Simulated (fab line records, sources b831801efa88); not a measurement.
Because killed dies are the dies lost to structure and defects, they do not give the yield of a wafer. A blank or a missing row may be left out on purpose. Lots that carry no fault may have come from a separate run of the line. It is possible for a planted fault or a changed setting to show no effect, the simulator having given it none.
fab line records / flow sfqLine
[record] lots = 6 wafers = 18 lastDay = 80
route steps=325 shown M4@160 I4@163
lots with no fault: from the same line, run without faults
startH: hours from the record's opening day to when the first of the lot's shown wafers began / waitH: how many hours have passed since the lot's step before this one / " same as the row above / L1.1+2: one row covering several wafers at once / - no value present, or no start provided / * or withheld: withheld / < > ~ a bound
route shown NAME@n: NAME is a module with steps in the file, n the number in the route of the first one / usual: mean/standard deviation taken from wafers without a fault / same: alike in all rows / chamber/n: place in a boat / sites: the reading at each site / _std_site: how widely they spread, as a standard deviation / _edge_site: outer sites' mean less inner sites' / radiusMm: for every site, how far away it sits from the centre of the wafer / mask NAME#n: copy n / behind: the most recent tool/chamber to have shaped the wafer / hold: the reason the lot was held/the length of the hold in hours/how it ended / device: which transistor (n, p or np) failed to switch / end of line: the route-end tests of the same wafers / a step given without rows: its recipe and nothing more / killed: at the first sort, the dies lost to defects and structure; wafer yield is something else / map: the dies of a wafer, with x for killed, . for not killed, _ for no die there
set.NAME: setting as actually run; set.NAME@STEP: the setting as run at that earlier step / model.NAME: the simulator's own value behind a step, which no gauge read
certain route steps with their lots: each step a table, each wafer a row
services: when a tool's chamber went out of use (startH, in hours from the record's first day, below 0 if earlier), for how many hours, and the reason
[[steps]]
[step SFQ_TRILAYER_M4_ETCH_METAL_ETCH_096]
[recipe] target = Nb stopOn = SiO2 maskMaterial = PR chemistry = Cl2/Ar targetDepthNm = 240 icpW = 600 biasW = 80 pressureMtorr = 10 timeS = 120
[usual] drypumpMotorCurrentA = 5.9/0.57 heBacksideLeakSccm = 3.5/0.32 oesProductAu = 0.893/0.0075
lot.wafer=L327.2 tool=rieMetal-04 chamber=0 startH=1062.70 waitH=0.0 drypumpMotorCurrentA=5.6 heBacksideLeakSccm=3.7 oesProductAu=0.898 rfHoursCounterH=90
lot.wafer=L327.3 tool=rieMetal-04 chamber=1 startH=1062.70 waitH=0.0 drypumpMotorCurrentA=4.7 heBacksideLeakSccm=3.3 oesProductAu=0.891 rfHoursCounterH=-
lot.wafer=L327.5 tool=rieMetal-04 chamber=0 startH=1062.70 waitH=0.0 drypumpMotorCurrentA=5.7 heBacksideLeakSccm=3.7 oesProductAu=0.879 rfHoursCounterH=-
lot.wafer=L329.1 tool=rieMetal-03 chamber=1 startH=1080.70 waitH=0.0 drypumpMotorCurrentA=6.1 heBacksideLeakSccm=3.5 oesProductAu=0.897 rfHoursCounterH=28
lot.wafer=L329.3 tool=rieMetal-03 chamber=0 startH=1080.70 waitH=0.0 drypumpMotorCurrentA=5.5 heBacksideLeakSccm=3.3 oesProductAu=0.884 rfHoursCounterH=-
lot.wafer=L329.6 tool=rieMetal-03 chamber=1 startH=1080.70 waitH=0.0 drypumpMotorCurrentA=6.2 heBacksideLeakSccm=3.5 oesProductAu=0.897 rfHoursCounterH=-
lot.wafer=L345.3 tool=rieMetal-03 chamber=1 startH=1345.63 waitH=0.1 drypumpMotorCurrentA=6.2 heBacksideLeakSccm=3.6 oesProductAu=0.897 rfHoursCounterH=-
lot.wafer=L345.4 tool=rieMetal-03 chamber=0 startH=1345.63 waitH=0.1 drypumpMotorCurrentA=5.5 heBacksideLeakSccm=3.2 oesProductAu=0.883 rfHoursCounterH=-
lot.wafer=L345.5 tool=rieMetal-03 chamber=1 startH=1345.63 waitH=0.1 drypumpMotorCurrentA=6.1 heBacksideLeakSccm=3.5 oesProductAu=0.888 rfHoursCounterH=-
lot.wafer=L346.1 tool=rieMetal-02 chamber=0 startH=1356.39 waitH=0.0 drypumpMotorCurrentA=6.6 heBacksideLeakSccm=3.8 oesProductAu=0.891 rfHoursCounterH=78
lot.wafer=L346.3 tool=rieMetal-02 chamber=0 startH=1356.39 waitH=0.0 drypumpMotorCurrentA=6.6 heBacksideLeakSccm=3.9 oesProductAu=0.887 rfHoursCounterH=-
lot.wafer=L346.4 tool=rieMetal-02 chamber=1 startH=1356.39 waitH=0.0 drypumpMotorCurrentA=6.3 heBacksideLeakSccm=3.3 oesProductAu=0.888 rfHoursCounterH=-
lot.wafer=L347.1 tool=rieMetal-02 chamber=1 startH=1359.99 waitH=0.0 drypumpMotorCurrentA=6.3 heBacksideLeakSccm=3.3 oesProductAu=0.893 rfHoursCounterH=117
lot.wafer=L347.3 tool=rieMetal-02 chamber=0 startH=1359.99 waitH=0.0 drypumpMotorCurrentA=6.5 heBacksideLeakSccm=3.5 oesProductAu=0.881 rfHoursCounterH=-
lot.wafer=L347.5 tool=rieMetal-02 chamber=0 startH=1359.99 waitH=0.0 drypumpMotorCurrentA=6.6 heBacksideLeakSccm=3.6 oesProductAu=0.886 rfHoursCounterH=-
lot.wafer=L348.4 tool=rieMetal-03 chamber=0 startH=1371.65 waitH=0.1 drypumpMotorCurrentA=5.5 heBacksideLeakSccm=3.1 oesProductAu=0.904 rfHoursCounterH=-
lot.wafer=L348.5 tool=rieMetal-03 chamber=0 startH=1371.65 waitH=0.1 drypumpMotorCurrentA=5.5 heBacksideLeakSccm=3.3 oesProductAu=0.899 rfHoursCounterH=-
lot.wafer=L348.6 tool=rieMetal-03 chamber=1 startH=1371.65 waitH=0.1 drypumpMotorCurrentA=6.2 heBacksideLeakSccm=3.4 oesProductAu=0.896 rfHoursCounterH=-
[step SFQ_TRILAYER_M4_STRIP_STRIP_097]
[recipe] gas = O2 powerW = 200 platenTempC = 40 overashFraction = 0.65 chemistry = O2 pressureMtorr = 50
[usual] drypumpMotorCurrentA = 5.9/0.57 heBacksideLeakSccm = 3.42/0.22 oesProductAu = 1.002/0.0091
lot.wafer=L327.2 tool=rieMetal-04 chamber=0 startH=1062.82 waitH=0.1 drypumpMotorCurrentA=5.6 heBacksideLeakSccm=3.67 oesProductAu=1.002 rfHoursCounterH=90
lot.wafer=L327.3 tool=rieMetal-04 chamber=1 startH=1062.82 waitH=0.1 drypumpMotorCurrentA=4.8 heBacksideLeakSccm=2.91 oesProductAu=1.007 rfHoursCounterH=-
lot.wafer=L327.5 tool=rieMetal-04 chamber=0 startH=1062.82 waitH=0.1 drypumpMotorCurrentA=5.7 heBacksideLeakSccm=3.78 oesProductAu=1.018 rfHoursCounterH=-
lot.wafer=L329.1 tool=rieMetal-03 chamber=1 startH=1080.82 waitH=0.1 drypumpMotorCurrentA=6.2 heBacksideLeakSccm=3.67 oesProductAu=0.976 rfHoursCounterH=29
lot.wafer=L329.3 tool=rieMetal-03 chamber=0 startH=1080.82 waitH=0.1 drypumpMotorCurrentA=5.5 heBacksideLeakSccm=3.38 oesProductAu=1.014 rfHoursCounterH=-
lot.wafer=L329.6 tool=rieMetal-03 chamber=1 startH=1080.82 waitH=0.1 drypumpMotorCurrentA=6.1 heBacksideLeakSccm=3.65 oesProductAu=0.989 rfHoursCounterH=-
lot.wafer=L345.3 tool=rieMetal-03 chamber=1 startH=1345.91 waitH=0.2 drypumpMotorCurrentA=6.1 heBacksideLeakSccm=3.63 oesProductAu=0.997 rfHoursCounterH=-
lot.wafer=L345.4 tool=rieMetal-03 chamber=0 startH=1345.91 waitH=0.2 drypumpMotorCurrentA=5.5 heBacksideLeakSccm=3.53 oesProductAu=0.997 rfHoursCounterH=-
lot.wafer=L345.5 tool=rieMetal-03 chamber=1 startH=1345.91 waitH=0.2 drypumpMotorCurrentA=6.1 heBacksideLeakSccm=3.50 oesProductAu=0.999 rfHoursCounterH=-
lot.wafer=L346.1 tool=rieMetal-02 chamber=0 startH=1356.51 waitH=0.1 drypumpMotorCurrentA=6.5 heBacksideLeakSccm=3.65 oesProductAu=1.013 rfHoursCounterH=78
lot.wafer=L346.3 tool=rieMetal-02 chamber=0 startH=1356.51 waitH=0.1 drypumpMotorCurrentA=6.5 heBacksideLeakSccm=3.70 oesProductAu=1.013 rfHoursCounterH=-
lot.wafer=L346.4 tool=rieMetal-02 chamber=1 startH=1356.51 waitH=0.1 drypumpMotorCurrentA=6.3 heBacksideLeakSccm=3.28 oesProductAu=1.007 rfHoursCounterH=-
lot.wafer=L347.1 tool=rieMetal-02 chamber=1 startH=1360.11 waitH=0.1 drypumpMotorCurrentA=6.3 heBacksideLeakSccm=3.32 oesProductAu=1.004 rfHoursCounterH=117
lot.wafer=L347.3 tool=rieMetal-02 chamber=0 startH=1360.11 waitH=0.1 drypumpMotorCurrentA=6.5 heBacksideLeakSccm=3.22 oesProductAu=1.011 rfHoursCounterH=-
lot.wafer=L347.5 tool=rieMetal-02 chamber=0 startH=1360.11 waitH=0.1 drypumpMotorCurrentA=6.5 heBacksideLeakSccm=3.44 oesProductAu=1.005 rfHoursCounterH=-
lot.wafer=L348.4 tool=rieMetal-03 chamber=0 startH=1371.93 waitH=0.2 drypumpMotorCurrentA=5.5 heBacksideLeakSccm=3.12 oesProductAu=0.998 rfHoursCounterH=-
lot.wafer=L348.5 tool=rieMetal-03 chamber=0 startH=1371.93 waitH=0.2 drypumpMotorCurrentA=5.5 heBacksideLeakSccm=3.14 oesProductAu=1.010 rfHoursCounterH=-
lot.wafer=L348.6 tool=rieMetal-03 chamber=1 startH=1371.93 waitH=0.2 drypumpMotorCurrentA=6.1 heBacksideLeakSccm=3.53 oesProductAu=0.989 rfHoursCounterH=-
[step SFQ_TRILAYER_M4_STRIP_SOLV_CLEAN_098]
[recipe] chemistry = NMP tempC = 70 timeS = 600
[step SFQ_TRILAYER_I4_DEP_PECVD_099]
[recipe] material = SiO2 tempC = 150 timeS = 111.11 pressureTorr = 2.4 rfW = 183.3 precursor = SiH4/N2O targetThkNm = 500
[usual] heaterPowerW = 77/17 throttleValvePct = 24.6/1.4
lot.wafer=L327.2 tool=pecvd-02 chamber=0 startH=1063.60 waitH=0.0 heaterPowerW=50 throttleValvePct=25.5
lot.wafer=L327.3 tool=pecvd-02 chamber=1 startH=1063.60 waitH=0.0 heaterPowerW=55 throttleValvePct=24.3
lot.wafer=L327.5 tool=pecvd-02 chamber=2 startH=1063.60 waitH=0.0 heaterPowerW=66 throttleValvePct=27.0
lot.wafer=L329.1 tool=pecvd-02 chamber=0 startH=1081.62 waitH=0.0 heaterPowerW=61 throttleValvePct=25.5
lot.wafer=L329.3 tool=pecvd-02 chamber=1 startH=1081.62 waitH=0.0 heaterPowerW=58 throttleValvePct=24.5
lot.wafer=L329.6 tool=pecvd-02 chamber=0 startH=1081.62 waitH=0.0 heaterPowerW=63 throttleValvePct=25.7
lot.wafer=L345.3 tool=pecvd-02 chamber=0 startH=1346.49 waitH=0.0 heaterPowerW=53 throttleValvePct=25.7
lot.wafer=L345.4 tool=pecvd-02 chamber=0 startH=1346.49 waitH=0.0 heaterPowerW=56 throttleValvePct=25.8
lot.wafer=L345.5 tool=pecvd-02 chamber=2 startH=1346.49 waitH=0.0 heaterPowerW=71 throttleValvePct=27.4
lot.wafer=L346.1 tool=pecvd-02 chamber=0 startH=1357.29 waitH=0.0 heaterPowerW=64 throttleValvePct=26.0
lot.wafer=L346.3 tool=pecvd-02 chamber=0 startH=1357.29 waitH=0.0 heaterPowerW=51 throttleValvePct=25.9
lot.wafer=L346.4 tool=pecvd-02 chamber=2 startH=1357.29 waitH=0.0 heaterPowerW=74 throttleValvePct=27.3
lot.wafer=L347.1 tool=pecvd-01 chamber=0 startH=1360.89 waitH=0.0 heaterPowerW=98 throttleValvePct=23.6
lot.wafer=L347.3 tool=pecvd-01 chamber=1 startH=1360.89 waitH=0.0 heaterPowerW=111 throttleValvePct=23.4
lot.wafer=L347.5 tool=pecvd-01 chamber=2 startH=1360.89 waitH=0.0 heaterPowerW=81 throttleValvePct=24.7
lot.wafer=L348.4 tool=pecvd-02 chamber=1 startH=1372.72 waitH=0.0 heaterPowerW=62 throttleValvePct=24.7
lot.wafer=L348.5 tool=pecvd-02 chamber=2 startH=1372.72 waitH=0.0 heaterPowerW=73 throttleValvePct=27.5
lot.wafer=L348.6 tool=pecvd-02 chamber=0 startH=1372.72 waitH=0.0 heaterPowerW=59 throttleValvePct=25.7
[step SFQ_TRILAYER_I4_CMP_CMP_100]
[recipe] material = SiO2 downForcePsi = 3 platenRpm = 60 padVelocityMS = 0.94248
[usual] motorCurrentA = 10.5/0.77 slurryFlowMlMin = 150.0/0.43 timeToEndpointS = 218/8.4
lot.wafer=L327.3 tool=cmp-02 chamber=0 startH=1064.68 waitH=1.0 motorCurrentA=11.0 slurryFlowMlMin=150.4 timeToEndpointS=203
lot.wafer=L327.2 tool=cmp-02 chamber=1 startH=1064.68 waitH=1.0 motorCurrentA=9.5 slurryFlowMlMin=150.2 timeToEndpointS=216
lot.wafer=L327.5 tool=cmp-02 chamber=2 startH=1064.68 waitH=1.0 motorCurrentA=10.9 slurryFlowMlMin=149.5 timeToEndpointS=209
lot.wafer=L329.1 tool=cmp-02 chamber=0 startH=1082.19 waitH=0.5 motorCurrentA=11.1 slurryFlowMlMin=150.4 timeToEndpointS=221
lot.wafer=L329.3 tool=cmp-02 chamber=2 startH=1083.19 waitH=1.5 motorCurrentA=11.9 slurryFlowMlMin=150.3 timeToEndpointS=205
lot.wafer=L329.6 tool=cmp-02 chamber=3 startH=1083.19 waitH=1.5 motorCurrentA=10.4 slurryFlowMlMin=149.6 timeToEndpointS=210
lot.wafer=L345.4 tool=cmp-02 chamber=1 startH=1351.68 waitH=5.1 motorCurrentA=10.0 slurryFlowMlMin=149.9 timeToEndpointS=217
lot.wafer=L345.3 tool=cmp-02 chamber=2 startH=1351.68 waitH=5.1 motorCurrentA=10.8 slurryFlowMlMin=149.5 timeToEndpointS=209
lot.wafer=L345.5 tool=cmp-02 chamber=1 startH=1353.68 waitH=7.1 motorCurrentA=10.4 slurryFlowMlMin=149.2 timeToEndpointS=221
lot.wafer=L346.3 tool=cmp-01 chamber=2 startH=1364.30 waitH=6.9 motorCurrentA=10.9 slurryFlowMlMin=150.1 timeToEndpointS=214
lot.wafer=L346.1 tool=cmp-01 chamber=3 startH=1364.30 waitH=6.9 motorCurrentA=9.4 slurryFlowMlMin=149.7 timeToEndpointS=214
lot.wafer=L346.4 tool=cmp-01 chamber=1 startH=1365.80 waitH=8.4 motorCurrentA=8.9 slurryFlowMlMin=151.4 timeToEndpointS=203
lot.wafer=L347.1 tool=cmp-02 chamber=1 startH=1369.68 waitH=8.8 motorCurrentA=9.9 slurryFlowMlMin=149.8 timeToEndpointS=223
lot.wafer=L347.3 tool=cmp-02 chamber=3 startH=1370.68 waitH=9.8 motorCurrentA=10.8 slurryFlowMlMin=149.5 timeToEndpointS=207
lot.wafer=L347.5 tool=cmp-02 chamber=0 startH=1370.68 waitH=9.8 motorCurrentA=11.7 slurryFlowMlMin=149.6 timeToEndpointS=228
lot.wafer=L348.4 tool=cmp-02 chamber=1 startH=1382.18 waitH=9.4 motorCurrentA=10.2 slurryFlowMlMin=150.2 timeToEndpointS=218
lot.wafer=L348.5 tool=cmp-02 chamber=3 startH=1383.18 waitH=10.4 motorCurrentA=10.7 slurryFlowMlMin=150.5 timeToEndpointS=210
lot.wafer=L348.6 tool=cmp-02 chamber=0 startH=1383.18 waitH=10.4 motorCurrentA=10.9 slurryFlowMlMin=150.3 timeToEndpointS=224
[step SFQ_I4_BOW_MEAS_927]
[recipe] mode = bow
[usual] I4_BOW = 7/9.7
lot.wafer=L327.2 tool=filmMetro-03 chamber=- startH=1066.70 waitH=1.0 I4_BOW[um]=13
lot.wafer=L327.3 tool=filmMetro-03 chamber=- startH=1066.70 waitH=1.0 I4_BOW[um]=7
lot.wafer=L327.5 tool=filmMetro-03 chamber=- startH=1066.70 waitH=1.0 I4_BOW[um]=-8
lot.wafer=L329.1 tool=filmMetro-03 chamber=- startH=1084.69 waitH=2.0 I4_BOW[um]=23
lot.wafer=L329.3 tool=filmMetro-03 chamber=- startH=1084.69 waitH=2.0 I4_BOW[um]=27
lot.wafer=L329.6 tool=filmMetro-03 chamber=- startH=1084.69 waitH=2.0 I4_BOW[um]=6
lot.wafer=L345.3 tool=filmMetro-04 chamber=- startH=1354.22 waitH=1.5 I4_BOW[um]=13
lot.wafer=L345.4 tool=filmMetro-04 chamber=- startH=1354.22 waitH=1.5 I4_BOW[um]=-3
lot.wafer=L345.5 tool=filmMetro-04 chamber=- startH=1354.22 waitH=1.5 I4_BOW[um]=1
lot.wafer=L346.1 tool=filmMetro-03 chamber=- startH=1367.30 waitH=2.0 I4_BOW[um]=-1
lot.wafer=L346.3 tool=filmMetro-03 chamber=- startH=1367.30 waitH=2.0 I4_BOW[um]=1
lot.wafer=L346.4 tool=filmMetro-03 chamber=- startH=1367.30 waitH=2.0 I4_BOW[um]=13
lot.wafer=L347.1 tool=filmMetro-02 chamber=- startH=1372.18 waitH=2.0 I4_BOW[um]=-1
lot.wafer=L347.3 tool=filmMetro-02 chamber=- startH=1372.18 waitH=2.0 I4_BOW[um]=16
lot.wafer=L347.5 tool=filmMetro-02 chamber=- startH=1372.18 waitH=2.0 I4_BOW[um]=-1
lot.wafer=L348.4 tool=filmMetro-03 chamber=- startH=1384.24 waitH=1.6 I4_BOW[um]=7
lot.wafer=L348.5 tool=filmMetro-03 chamber=- startH=1384.24 waitH=1.6 I4_BOW[um]=1
lot.wafer=L348.6 tool=filmMetro-03 chamber=- startH=1384.24 waitH=1.6 I4_BOW[um]=12
[step SFQ_TRILAYER_I4_METRO_MEASURE_101]
[usual] thkNm = 200.5/1.3
lot.wafer=L327.2 tool=filmMetro-03 chamber=- startH=1067.00 waitH=0.3 thkNm=202.3
lot.wafer=L327.3 tool=filmMetro-03 chamber=- startH=1067.00 waitH=0.3 thkNm=202.7
lot.wafer=L327.5 tool=filmMetro-03 chamber=- startH=1067.00 waitH=0.3 thkNm=201.2
lot.wafer=L329.1 tool=filmMetro-03 chamber=- startH=1084.81 waitH=0.1 thkNm=199.8
lot.wafer=L329.3 tool=filmMetro-03 chamber=- startH=1084.81 waitH=0.1 thkNm=199.6
lot.wafer=L329.6 tool=filmMetro-03 chamber=- startH=1084.81 waitH=0.1 thkNm=198.6
lot.wafer=L345.3 tool=filmMetro-04 chamber=- startH=1354.70 waitH=0.5 thkNm=199.8
lot.wafer=L345.4 tool=filmMetro-04 chamber=- startH=1354.70 waitH=0.5 thkNm=200.4
lot.wafer=L345.5 tool=filmMetro-04 chamber=- startH=1354.70 waitH=0.5 thkNm=200.5
lot.wafer=L346.1 tool=filmMetro-03 chamber=- startH=1367.42 waitH=0.1 thkNm=200.1
lot.wafer=L346.3 tool=filmMetro-03 chamber=- startH=1367.42 waitH=0.1 thkNm=200.1
lot.wafer=L346.4 tool=filmMetro-03 chamber=- startH=1367.42 waitH=0.1 thkNm=198.5
lot.wafer=L347.1 tool=filmMetro-02 chamber=- startH=1372.30 waitH=0.1 thkNm=200.5
lot.wafer=L347.3 tool=filmMetro-02 chamber=- startH=1372.30 waitH=0.1 thkNm=198.3
lot.wafer=L347.5 tool=filmMetro-02 chamber=- startH=1372.30 waitH=0.1 thkNm=199.7
lot.wafer=L348.4 tool=filmMetro-03 chamber=- startH=1384.90 waitH=0.6 thkNm=202.0
lot.wafer=L348.5 tool=filmMetro-03 chamber=- startH=1384.90 waitH=0.6 thkNm=199.6
lot.wafer=L348.6 tool=filmMetro-03 chamber=- startH=1384.90 waitH=0.6 thkNm=199.5
[step SFQ_TRILAYER_I4_VIA_LITHO_COAT_108]
[recipe] resist = BARC spinRpm = 3000 resistThkNm = 62
[step SFQ_TRILAYER_I4_VIA_LITHO_COAT_103]
[recipe] resist = KrF spinRpm = 3000 resistThkNm = 650
[step SFQ_TRILAYER_I4_VIA_LITHO_SOFTBAKE_107]
[recipe] tempC = withheld timeS = withheld resist = KrF
[step SFQ_TRILAYER_I4_VIA_LITHO_EXPOSE_104]
[recipe] maskId = I4 na = 0.6 sourceShape = conventional sigmaOuter = 0.65 targetCdNm = 700 doseMj = 21.3
[step SFQ_TRILAYER_I4_VIA_LITHO_PEB_106]
[recipe] pebTempC = 115 pebTimeS = 60 resist = KrF
[step SFQ_TRILAYER_I4_VIA_LITHO_DEVELOP_105]
[recipe] timeS = 60 resist = KrF
[usual] chillPlateTempC = 22.98/0.11 exhaustPa = 45.0/0.93 resistLineTempC = 23.02/0.11
lot.wafer=L327.2 tool=lithoTrack-03 chamber=0 startH=1101.76 waitH=0.1 chillPlateTempC=22.81 exhaustPa=45.0 resistLineTempC=22.98 model.KrF_of_TRILAYER_I4_VIA_LITHO_COAT_103.thkNm=625.8
lot.wafer=L327.3 tool=lithoTrack-03 chamber=0 startH=1101.76 waitH=0.1 chillPlateTempC=22.83 exhaustPa=44.0 resistLineTempC=23.15 model.KrF_of_TRILAYER_I4_VIA_LITHO_COAT_103.thkNm=624.2
lot.wafer=L327.5 tool=lithoTrack-03 chamber=0 startH=1101.76 waitH=0.1 chillPlateTempC=22.84 exhaustPa=44.7 resistLineTempC=23.18 model.KrF_of_TRILAYER_I4_VIA_LITHO_COAT_103.thkNm=624.8
lot.wafer=L329.1 tool=lithoTrack-03 chamber=0 startH=1104.13 waitH=0.1 chillPlateTempC=22.77 exhaustPa=44.7 resistLineTempC=23.10 model.KrF_of_TRILAYER_I4_VIA_LITHO_COAT_103.thkNm=621.5
lot.wafer=L329.3 tool=lithoTrack-03 chamber=0 startH=1104.13 waitH=0.1 chillPlateTempC=23.12 exhaustPa=45.1 resistLineTempC=22.91 model.KrF_of_TRILAYER_I4_VIA_LITHO_COAT_103.thkNm=621.8
lot.wafer=L329.6 tool=lithoTrack-03 chamber=0 startH=1104.13 waitH=0.1 chillPlateTempC=22.90 exhaustPa=46.8 resistLineTempC=23.04 model.KrF_of_TRILAYER_I4_VIA_LITHO_COAT_103.thkNm=623.5
lot.wafer=L345.3 tool=lithoTrack-01 chamber=- startH=1461.24 waitH=0.1 chillPlateTempC=- exhaustPa=- resistLineTempC=- model.KrF_of_TRILAYER_I4_VIA_LITHO_COAT_103.thkNm=649.1
lot.wafer=L345.4 tool=lithoTrack-01 chamber=- startH=1461.24 waitH=0.1 chillPlateTempC=- exhaustPa=- resistLineTempC=- model.KrF_of_TRILAYER_I4_VIA_LITHO_COAT_103.thkNm=652.4
lot.wafer=L345.5 tool=lithoTrack-01 chamber=- startH=1461.24 waitH=0.1 chillPlateTempC=- exhaustPa=- resistLineTempC=- model.KrF_of_TRILAYER_I4_VIA_LITHO_COAT_103.thkNm=651.1
lot.wafer=L346.1 tool=lithoTrack-03 chamber=- startH=1469.59 waitH=0.1 chillPlateTempC=- exhaustPa=- resistLineTempC=- model.KrF_of_TRILAYER_I4_VIA_LITHO_COAT_103.thkNm=649.3
lot.wafer=L346.3 tool=lithoTrack-03 chamber=- startH=1469.59 waitH=0.1 chillPlateTempC=- exhaustPa=- resistLineTempC=- model.KrF_of_TRILAYER_I4_VIA_LITHO_COAT_103.thkNm=650.2
lot.wafer=L346.4 tool=lithoTrack-03 chamber=- startH=1469.59 waitH=0.1 chillPlateTempC=- exhaustPa=- resistLineTempC=- model.KrF_of_TRILAYER_I4_VIA_LITHO_COAT_103.thkNm=650.1
lot.wafer=L347.1 tool=lithoTrack-03 chamber=0 startH=1470.79 waitH=0.1 chillPlateTempC=22.86 exhaustPa=46.2 resistLineTempC=23.01 model.KrF_of_TRILAYER_I4_VIA_LITHO_COAT_103.thkNm=623.9
lot.wafer=L347.3 tool=lithoTrack-03 chamber=0 startH=1470.79 waitH=0.1 chillPlateTempC=22.84 exhaustPa=46.4 resistLineTempC=23.08 model.KrF_of_TRILAYER_I4_VIA_LITHO_COAT_103.thkNm=623.3
lot.wafer=L347.5 tool=lithoTrack-03 chamber=0 startH=1470.79 waitH=0.1 chillPlateTempC=22.63 exhaustPa=46.7 resistLineTempC=23.01 model.KrF_of_TRILAYER_I4_VIA_LITHO_COAT_103.thkNm=622.7
lot.wafer=L348.4 tool=lithoTrack-04 chamber=0 startH=1482.99 waitH=0.1 chillPlateTempC=23.01 exhaustPa=45.0 resistLineTempC=23.07 model.KrF_of_TRILAYER_I4_VIA_LITHO_COAT_103.thkNm=625
lot.wafer=L348.5 tool=lithoTrack-04 chamber=0 startH=1482.99 waitH=0.1 chillPlateTempC=22.91 exhaustPa=44.5 resistLineTempC=23.10 model.KrF_of_TRILAYER_I4_VIA_LITHO_COAT_103.thkNm=624.3
lot.wafer=L348.6 tool=lithoTrack-04 chamber=0 startH=1482.99 waitH=0.1 chillPlateTempC=23.02 exhaustPa=43.3 resistLineTempC=23.09 model.KrF_of_TRILAYER_I4_VIA_LITHO_COAT_103.thkNm=623.1
[step SFQ_I4_OVL_MEAS_928]
[usual] I4_OVL = 2/6
lot.wafer=L327.2 tool=overlay-02 chamber=- startH=1101.89 waitH=0.1 I4_OVL[nm]=5
lot.wafer=L327.3 tool=overlay-02 chamber=- startH=1101.89 waitH=0.1 I4_OVL[nm]=5
lot.wafer=L327.5 tool=overlay-02 chamber=- startH=1101.89 waitH=0.1 I4_OVL[nm]=11
lot.wafer=L329.1 tool=overlay-02 chamber=- startH=1104.28 waitH=0.1 I4_OVL[nm]=2
lot.wafer=L329.3 tool=overlay-02 chamber=- startH=1104.28 waitH=0.1 I4_OVL[nm]=8
lot.wafer=L329.6 tool=overlay-02 chamber=- startH=1104.28 waitH=0.1 I4_OVL[nm]=3
lot.wafer=L345.3 tool=overlay-02 chamber=- startH=1461.35 waitH=0.1 I4_OVL[nm]=-
lot.wafer=L345.4 tool=overlay-02 chamber=- startH=1461.35 waitH=0.1 I4_OVL[nm]=-
lot.wafer=L345.5 tool=overlay-02 chamber=- startH=1461.35 waitH=0.1 I4_OVL[nm]=-
lot.wafer=L346.1 tool=overlay-02 chamber=- startH=1469.74 waitH=0.1 I4_OVL[nm]=-
lot.wafer=L346.3 tool=overlay-02 chamber=- startH=1469.74 waitH=0.1 I4_OVL[nm]=-
lot.wafer=L346.4 tool=overlay-02 chamber=- startH=1469.74 waitH=0.1 I4_OVL[nm]=-
lot.wafer=L347.1 tool=overlay-02 chamber=- startH=1470.94 waitH=0.1 I4_OVL[nm]=-9
lot.wafer=L347.3 tool=overlay-02 chamber=- startH=1470.94 waitH=0.1 I4_OVL[nm]=-6
lot.wafer=L347.5 tool=overlay-02 chamber=- startH=1470.94 waitH=0.1 I4_OVL[nm]=-6
lot.wafer=L348.4 tool=overlay-02 chamber=- startH=1483.08 waitH=0.1 I4_OVL[nm]=0
lot.wafer=L348.5 tool=overlay-02 chamber=- startH=1483.08 waitH=0.1 I4_OVL[nm]=-1
lot.wafer=L348.6 tool=overlay-02 chamber=- startH=1483.08 waitH=0.1 I4_OVL[nm]=3
[[services]]
tool=pecvd-02 chamber=- startH=1040.05 hours=0.7 kind=repair
tool=pecvd-02 chamber=- startH=1049.23 hours=5.5 kind=pm
tool=rieMetal-03 chamber=- startH=1049.73 hours=14.6 kind=pm
tool=pecvd-02 chamber=0 startH=1058.66 hours=4.6 kind=repair
tool=rieMetal-03 chamber=- startH=1070.94 hours=0.4 kind=repair
tool=cmp-02 chamber=- startH=1072.34 hours=8.6 kind=pm
tool=cmp-02 chamber=- startH=1086.92 hours=4.0 kind=pm
tool=pecvd-02 chamber=2 startH=1089.26 hours=4.9 kind=repair
tool=cmp-02 chamber=- startH=1100.84 hours=1.5 kind=repair
tool=cmp-02 chamber=- startH=1115.88 hours=6.2 kind=pm
tool=cmp-02 chamber=- startH=1134.03 hours=4.3 kind=pm
tool=pecvd-02 chamber=- startH=1153.79 hours=0.8 kind=repair
tool=cmp-02 chamber=- startH=1159.37 hours=4.2 kind=repair
tool=cmp-02 chamber=- startH=1180.67 hours=0.4 kind=repair
tool=rieMetal-03 chamber=1 startH=1194.05 hours=3.8 kind=repair
tool=pecvd-02 chamber=2 startH=1194.69 hours=29.7 kind=repair
tool=cmp-02 chamber=- startH=1221.25 hours=5.4 kind=repair
tool=cmp-02 chamber=- startH=1225.89 hours=1.2 kind=repair
tool=pecvd-02 chamber=- startH=1253.15 hours=0.9 kind=repair
tool=pecvd-02 chamber=1 startH=1355.55 hours=6.2 kind=repair
tool=pecvd-02 chamber=- startH=1375.50 hours=2.8 kind=pm
tool=cmp-02 chamber=- startH=1429.41 hours=4.0 kind=pm
tool=cmp-02 chamber=- startH=1456.61 hours=19.3 kind=repair
tool=cmp-02 chamber=- startH=1460.56 hours=0.7 kind=repair
[[key]]
[firstSign] step = SFQ_TRILAYER_I4_VIA_LITHO_DEVELOP_105 reading = toolRecord direction = missing
effect none on later readings
[modelEffect] step = SFQ_TRILAYER_I4_VIA_LITHO_DEVELOP_105 value = KrF_of_TRILAYER_I4_VIA_LITHO_COAT_103.thkNm without = 625 struck = 650.4
metAt SFQ_TRILAYER_I4_VIA_LITHO_DEVELOP_105
struckWafers L345.3,L345.4,L345.5,L346.1,L346.3,L346.4
onsetBetween 1104.13 1461.24
[fault] kind = skippedStepWhole tool = lithoTrack-01,lithoTrack-03 chamber = - onsetH = 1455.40 steps = SFQ_TRILAYER_I4_VIA_LITHO_DEVELOP_105 scope = struckLotsOnly
